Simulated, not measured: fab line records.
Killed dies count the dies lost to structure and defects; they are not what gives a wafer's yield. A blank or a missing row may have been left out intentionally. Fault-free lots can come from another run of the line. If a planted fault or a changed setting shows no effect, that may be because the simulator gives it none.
fab line records    flow sky130    part 2 of 2: steps 27 to 37 of 37
[record] lots = 5  wafers = 15  last_day = 49
route steps=708 shown VT_ADJUST_HVTR@133 VT_ADJUST_PCH@143 SONOS_TUNNEL@154 SONOS_ONO@168
lots with no fault: from the same line, run without faults
start_h: the number of hours between the record's first day and the start of the first shown wafer of the lot    wait_h: hours from the lot's prior step to this one    " the same as in the row above    L1.1+2: one row covering several wafers at once    - no value present, or no start provided    * or withheld: withheld    < > ~ a bound
route shown NAME@n: a module of which the file shows steps, and the number in the route of the first    usual: mean/standard deviation taken from wafers without a fault    same: alike in all rows    chamber/n: place in a boat    sites: each site's reading    _std_site: the values' standard deviation    _edge_site: the outer-site mean with the inner-site mean subtracted    radius_mm: how far each site lies from the wafer's centre    mask NAME#n: copy n    behind: tool/chamber where the wafer was last shaped    hold: what put the lot on hold/how long, in hours/how the hold closed    device: names the non-switching transistor (n, p or np)    end of line: the same wafers' tests at the end of the route    a step with no rows: only its recipe    killed: the dies lost at the first sort to structure and to defects; this is not the yield of the wafer    map: shows each die of a wafer: x if killed, . if not, _ if none is there
set.NAME: the setting that was run; set.NAME@STEP: the one run at that earlier step    model.NAME: the simulator's own value behind a step, which no gauge read
lots seen at some steps along the route; tables by step, rows by wafer
services: a tool's chamber out of use, with start hour (start_h, from the record's first day; less than 0 if before it), hours out, and reason
[[steps]]
[step SKY_SONOS_TUNNEL_PEB_05]
[recipe] temp_c = withheld  time_s = *  resist = NOVOLAK
[usual] resist_line_temp_C = *
lot.wafer  tool            chamber  start_h  wait_h  resist_line_temp_C
L080.3     litho_track-02  0        -        -       *
L080.4     "               0        "        "       *
L080.6     "               0        "        "       *
L085.3     litho_track-03  0        -        -       *
L085.4     "               0        "        "       *
L085.6     "               0        "        "       *
L089.3     litho_track-04  0        -        -       *
L089.4     "               0        "        "       *
L089.5     "               0        "        "       *
L091.1     litho_track-03  0        -        -       *
L091.4     "               0        "        "       *
L091.6     "               0        "        "       *
L093.3     litho_track-02  0        -        -       *
L093.4     "               0        "        "       *
L093.5     "               0        "        "       *
[step SKY_SONOS_TUNNEL_DEVELOP_06]
[recipe] resist = NOVOLAK  developer = TMAH  develop_time_s = 60  dev_temp_c = 23
[usual] resist_line_temp_C = 22.99/0.11
lot.wafer  tool            chamber  start_h  wait_h  resist_line_temp_C
L080.3     litho_track-02  0        297.31   0.1     22.82
L080.4     "               0        "        "       22.92
L080.6     "               0        "        "       22.99
L085.3     litho_track-03  0        331.92   0.1     23.03
L085.4     "               0        "        "       22.96
L085.6     "               0        "        "       22.85
L089.3     litho_track-04  0        360.96   0.1     22.99
L089.4     "               0        "        "       23.03
L089.5     "               0        "        "       22.90
L091.1     litho_track-03  0        377.42   0.1     23.18
L091.4     "               0        "        "       23.12
L091.6     "               0        "        "       22.96
L093.3     litho_track-02  0        391.11   0.1     22.98
L093.4     "               0        "        "       23.21
L093.5     "               0        "        "       22.99
[step SKY_SONOS_TUNNEL_CD_MEAS_07]
[recipe] target_cd_nm = 410
[usual] cd_nm = 409.9/2.5
lot.wafer  tool       chamber  start_h  wait_h  cd_nm
L080.3     cd_sem-02  -        297.45   0.1     413.2
L080.4     "          -        "        "       412.8
L080.6     "          -        "        "       413.8
L085.3     cd_sem-01  -        332.06   0.1     411.4
L085.4     "          -        "        "       409.0
L085.6     "          -        "        "       410.0
L089.3     cd_sem-01  -        361.10   0.1     409.5
L089.4     "          -        "        "       409.0
L089.5     "          -        "        "       409.9
L091.1     cd_sem-02  -        377.57   0.1     407.0
L091.4     "          -        "        "       408.3
L091.6     "          -        "        "       408.6
L093.3     cd_sem-01  -        391.25   0.1     411.7
L093.4     "          -        "        "       411.2
L093.5     "          -        "        "       413.0
[step SKY_SONOS_TUNNEL_OVL_MEAS_08]
[usual] SONOS_TUNNEL_OVL = 0.1/1.3
lot.wafer  tool        chamber  start_h  wait_h  SONOS_TUNNEL_OVL[nm]
L080.3     overlay-01  -        297.55   0.1     -0.8
L080.4     "           -        "        "       0.0
L080.6     "           -        "        "       -0.4
L085.3     overlay-02  -        332.15   0.1     -0.1
L085.4     "           -        "        "       1.2
L085.6     "           -        "        "       3.6
L089.3     overlay-01  -        361.19   0.1     0.2
L089.4     "           -        "        "       2.6
L089.5     "           -        "        "       -0.6
L091.1     overlay-01  -        377.69   0.1     -2.6
L091.4     "           -        "        "       -2.2
L091.6     "           -        "        "       -1.4
L093.3     overlay-01  -        391.35   0.1     -0.7
L093.4     "           -        "        "       -0.8
L093.5     "           -        "        "       0.4
[step SKY_SONOS_TUNNEL_IMPLANT_09]
[recipe] species = B  energy_kev = 20  dose_cm2 = 1e+12  tilt_deg = withheld
[usual] beam_energy_keV = 20.001/0.0059
[same] implant_ion_amu = 11
lot.wafer  tool          chamber  start_h  wait_h  beam_energy_keV
L080.3     implanter-01  0        297.62   0.1     19.998
L080.4     "             0        "        "       19.999
L080.6     "             0        "        "       19.999
L085.3     implanter-02  0        332.22   0.1     19.997
L085.4     "             0        "        "       20.004
L085.6     "             0        "        "       20.002
L089.3     implanter-02  0        361.26   0.1     20.006
L089.4     "             0        "        "       20.000
L089.5     "             0        "        "       20.000
L091.1     implanter-01  0        377.72   0.0     20.000
L091.4     "             0        "        "       19.993
L091.6     "             0        "        "       20.007
L093.3     implanter-01  0        391.42   0.1     20.002
L093.4     "             0        "        "       19.991
L093.5     "             0        "        "       20.000
[step SKY_SONOS_TUNNEL_WET_ETCH_10]
[recipe] chemistry = dHF  target_depth_nm = 14  target = SiO2  dilution = 100:1  temp_c = 25  time_s = 280
[usual] bath_heat_duty_pct = 6.1/0.82
lot.wafer  tool          chamber  start_h  wait_h  bath_heat_duty_pct
L080.3     wet_bench-04  1        297.72   0.1     5.9
L080.4     "             1        "        "       4.8
L080.6     "             1        "        "       5.5
L085.3     wet_bench-03  2        332.32   0.1     6.0
L085.4     "             2        "        "       5.1
L085.6     "             2        "        "       6.0
L089.3     wet_bench-03  1        361.36   0.1     7.9
L089.4     "             1        "        "       7.2
L089.5     "             1        "        "       7.3
L091.1     wet_bench-03  2        377.87   0.1     5.6
L091.4     "             2        "        "       5.7
L091.6     "             2        "        "       6.4
L093.3     wet_bench-04  2        391.52   0.1     5.9
L093.4     "             2        "        "       6.3
L093.5     "             2        "        "       6.3
[step SKY_SONOS_TUNNEL_STRIP_11]
[recipe] chemistry = SPM  time_s = 600  temp_c = 130
[usual] bath_heat_duty_pct = 14.5/1.8
lot.wafer  tool          chamber  start_h  wait_h  bath_heat_duty_pct
L080.3     wet_bench-01  2        297.81   0.0     17.8
L080.4     "             2        "        "       18.3
L080.6     "             2        "        "       17.8
L085.3     wet_bench-01  3        332.41   0.0     15.8
L085.4     "             3        "        "       13.5
L085.6     "             3        "        "       16.4
L089.3     wet_bench-04  3        361.45   0.0     17.8
L089.4     "             3        "        "       16.6
L089.5     "             3        "        "       17.4
L091.1     wet_bench-04  2        377.96   0.0     14.8
L091.4     "             2        "        "       14.5
L091.6     "             2        "        "       14.2
L093.3     wet_bench-04  2        391.61   0.0     14.7
L093.4     "             2        "        "       15.0
L093.5     "             2        "        "       14.5
[step SKY_SONOS_TUNNEL_TW_MEAS_12]
[usual] SONOS_TUNNEL_TW = 197.3/0.96
lot.wafer  tool           chamber  start_h  wait_h  SONOS_TUNNEL_TW
L080.3     film_metro-02  -        298.00   0.0     196.7
L080.4     "              -        "        "       196.7
L080.6     "              -        "        "       196.7
L085.3     film_metro-02  -        332.60   0.0     198.9
L085.4     "              -        "        "       197.9
L085.6     "              -        "        "       198.7
L089.3     film_metro-04  -        361.70   0.0     198.0
L089.4     "              -        "        "       197.5
L089.5     "              -        "        "       197.0
L091.1     film_metro-01  -        378.17   0.0     197.4
L091.4     "              -        "        "       196.7
L091.6     "              -        "        "       197.5
L093.3     film_metro-01  -        391.83   0.0     196.5
L093.4     "              -        "        "       197.4
L093.5     "              -        "        "       197.4
[step SKY_SONOS_TUNNEL_CLEAN_13]
[recipe] chemistry = dHF  time_s = 20  dilution = 100:1  dry = ipa_marangoni
lot.wafer   tool          chamber  start_h  wait_h
L080.3+4+6  wet_bench-04  0        298.04   0.0
L085.3+4+6  wet_bench-03  3        332.64   0.0
L089.3+4+5  wet_bench-01  0        361.74   0.0
L091.1+4+6  wet_bench-01  2        378.23   0.1
L093.3+4+5  wet_bench-04  1        391.87   0.0
[step SKY_SONOS_ONO_OXIDATION_00]
[recipe] temp_c = 800  ambient = O2  idle_temp_c = 700  ramp_up_c_per_min = 10  ramp_down_c_per_min = 3  stabilise_s = 600  purge_s = 300  target_thk_a = 26  ox_time_s = 1249
[usual] zone_power_top_pct = 28/3.6
[same] stabilise_s = 600
lot.wafer  tool        chamber  start_h  wait_h  zone_power_top_pct
L080.3     furnace-01  0        300.12   2.1     31
L080.4     "           0        "        "       31
L080.6     "           0        "        "       31
L085.3     furnace-01  0        334.09   1.4     31
L085.4     "           0        "        "       31
L085.6     "           0        "        "       31
L089.3     furnace-01  0        364.59   2.8     31
L089.4     "           0        "        "       31
L089.5     "           0        "        "       31
L091.1     furnace-01  0        379.48   1.2     31
L091.4     "           0        "        "       31
L091.6     "           0        "        "       31
L093.3     furnace-01  0        392.12   0.2     31
L093.4     "           0        "        "       30
L093.5     "           0        "        "       30
[step SKY_SONOS_ONO_THK_MEAS_01]
[recipe] reads = SiO2_of_SONOS_ONO_OXIDATION_00
[usual] SONOS_ONO_OXIDATION_THK = 2.60/0.047
lot.wafer  tool           chamber  start_h  wait_h  SONOS_ONO_OXIDATION_THK[nm]
L080.3     film_metro-04  -        301.48   0.0     2.57
L080.4     "              -        "        "       2.64
L080.6     "              -        "        "       2.62
L085.3     film_metro-01  -        335.46   0.0     2.56
L085.4     "              -        "        "       2.63
L085.6     "              -        "        "       2.65
L089.3     film_metro-04  -        365.96   0.0     2.50
L089.4     "              -        "        "       2.58
L089.5     "              -        "        "       2.58
L091.1     film_metro-01  -        380.83   0.0     2.59
L091.4     "              -        "        "       2.56
L091.6     "              -        "        "       2.65
L093.3     film_metro-03  -        393.49   0.0     2.58
L093.4     "              -        "        "       2.66
L093.5     "              -        "        "       2.62
[[services]]
tool              chamber  start_h  hours  kind
plasma_asher-04   -        219.36   8.6    pm
wet_bench-04      -        221.65   41.2   repair
implanter-03      -        233.40   4.8    pm
implanter-01      -        235.23   2.3    repair
iline_stepper-02  -        238.53   1.7    pm
plasma_asher-03   -        244.97   11.5   repair
plasma_asher-02   -        245.44   9.3    repair
implanter-03      -        248.38   1.3    repair
furnace-01        -        264.20   26.0   pm
implanter-02      -        264.81   1.3    repair
iline_stepper-01  -        278.30   1.7    pm
implanter-03      -        289.23   1.5    repair
plasma_asher-02   -        303.36   2.0    repair
implanter-02      -        304.23   2.3    repair
implanter-04      -        304.79   1.0    repair
iline_stepper-01  -        310.56   16.8   repair
furnace-01        -        324.22   3.2    pm
implanter-01      -        353.13   8.9    repair
implanter-02      -        370.89   3.0    pm
iline_stepper-01  -        381.33   4.4    pm
wet_bench-01      -        382.08   8.1    repair
plasma_asher-04   -        382.59   1.0    repair
iline_stepper-02  -        385.78   4.4    pm
